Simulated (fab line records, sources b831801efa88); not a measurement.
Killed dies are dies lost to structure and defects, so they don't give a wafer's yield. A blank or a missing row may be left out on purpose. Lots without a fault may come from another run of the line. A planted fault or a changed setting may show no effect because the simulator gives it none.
A struck lot beside a sound one | flow sky130 | 33 steps out of a route of 708
Sound: wafers L833.1, L833.2, L833.3. Struck: wafers L851.1, L851.3, L851.4. The cause comes at the end.
At each step with rows: each side's tool, then ch and its chambers, then its first start. Under that, the readings that differ: sound wafers | struck wafers | difference of the means | sigmas: that difference in standard deviations of wafers without a fault.
alike: readings whose means differ by less than 2 such deviations, and words and numbers that are the same on both sides. not compared: withheld readings, readings that some wafer has no value for, bounds like >300 that may hide the same value, and numbers for which the record gives no deviation and whose values overlap.
The two part at a step that has a row with sigmas, a row that says differs or no value, or rows on one side only. Numbers that don't overlap but have no deviation are shown without sigmas and don't part them. A reading that every wafer of one side lacks parts them only if that side has two wafers or more.

first, 9 steps without rows for these wafers: SKY_LI_CONTACT_ETCH_14 (etches BARC in N2/H2, stops on SiO2, time 45.9 s, target depth 60 nm); SKY_LI_CONTACT_ETCH_15 (etches PSG in C4F8/O2/Ar, stops on Si, target depth 600 nm); SKY_LI_CONTACT_STRIP_16 (strips in O2/N2); SKY_LI_CONTACT_CLEAN_17 (cleans in NMP, time 600 s); SKY_LI_CONTACT_PRE_CLEAN_18 (time 5.6 s); SKY_LI_CONTACT_SPUTTER_19 (material Ti, target thk 20 nm, time 106.37 s); SKY_LI_CONTACT_SPUTTER_20 (material TiN, target thk 20 nm, time 80 s); SKY_LI_CONTACT_CVD_21 (deposits W, target thk 400 nm, time 120.56 s); SKY_LI_CONTACT_CMP_24 (polishes, stops on PSG, t overpolish 20 s, target thk 0 nm).
SKY_LOCAL_INTERCONNECT_SPUTTER_00: material TiN, target thk 100 nm, time 83.3 s.
  sound on pvd_sputter-03, day 30 16:28; struck on pvd_sputter-03, day 36 17:40
  alike: cathode_dc_power_W, chamber_pressure_pa, susceptor_temp_C, throttle_valve_pct
then, 22 steps without rows for these wafers: SKY_LOCAL_INTERCONNECT_DEHYDRATE_03 (time 60 s); SKY_LOCAL_INTERCONNECT_HMDS_04 (prime time 60 s); SKY_LOCAL_INTERCONNECT_COAT_05 (resist thk 60 nm); SKY_LOCAL_INTERCONNECT_COAT_06 (resist thk 450 nm); SKY_LOCAL_INTERCONNECT_SOFTBAKE_07 (time 90 s); SKY_LOCAL_INTERCONNECT_EXPOSE_08 (exposes mask LI1M, target cd 170 nm); SKY_LOCAL_INTERCONNECT_PEB_09; SKY_LOCAL_INTERCONNECT_DEVELOP_10 (develop time 60 s); SKY_LOCAL_INTERCONNECT_ETCH_13 (etches BARC in N2/H2, stops on SiO2, time 45.9 s, target depth 60 nm); SKY_LOCAL_INTERCONNECT_METAL_ETCH_14 (etches TiN in Cl2/BCl3, stops on PSG, target depth 110 nm, time 31.4 s); SKY_LOCAL_INTERCONNECT_STRIP_15 (strips in O2/N2); SKY_LOCAL_INTERCONNECT_STRIP_16 (strips in post etch residue remover, time 1200 s); SKY_LOCAL_INTERCONNECT_CLEAN_17 (cleans in IPA, time 180 s); SKY_LOCAL_INTERCONNECT_CLEAN_18 (cleans in O3/DIW); SKY_CONTACT_CVD_00 (deposits Si3N4, target thk 75 nm); SKY_CONTACT_HDPCVD_02 (deposits SiO2, target thk 565 nm, time 94.2 s); SKY_CONTACT_CMP_04 (polishes SiO2); SKY_CONTACT_DEHYDRATE_06 (time 60 s); SKY_CONTACT_HMDS_07 (prime time 60 s); SKY_CONTACT_COAT_08 (resist thk 60 nm); SKY_CONTACT_COAT_09 (resist thk 450 nm); SKY_CONTACT_SOFTBAKE_10 (time 90 s).
-- the record jumps here: 14 days lie between the struck wafers' starts before and after (it left off in module CONTACT and takes up again in module PAD_OPEN, whose first step shown is number 708 of the route) --
SKY_PAD_OPEN_PROBE_99:
  the record has rows for the struck wafers here (prober-02, day 51 00:38) and none for the sound ones

WHERE THEY PART
Only at SKY_PAD_OPEN_PROBE_99, within this record.

WHY: what the simulator had put in
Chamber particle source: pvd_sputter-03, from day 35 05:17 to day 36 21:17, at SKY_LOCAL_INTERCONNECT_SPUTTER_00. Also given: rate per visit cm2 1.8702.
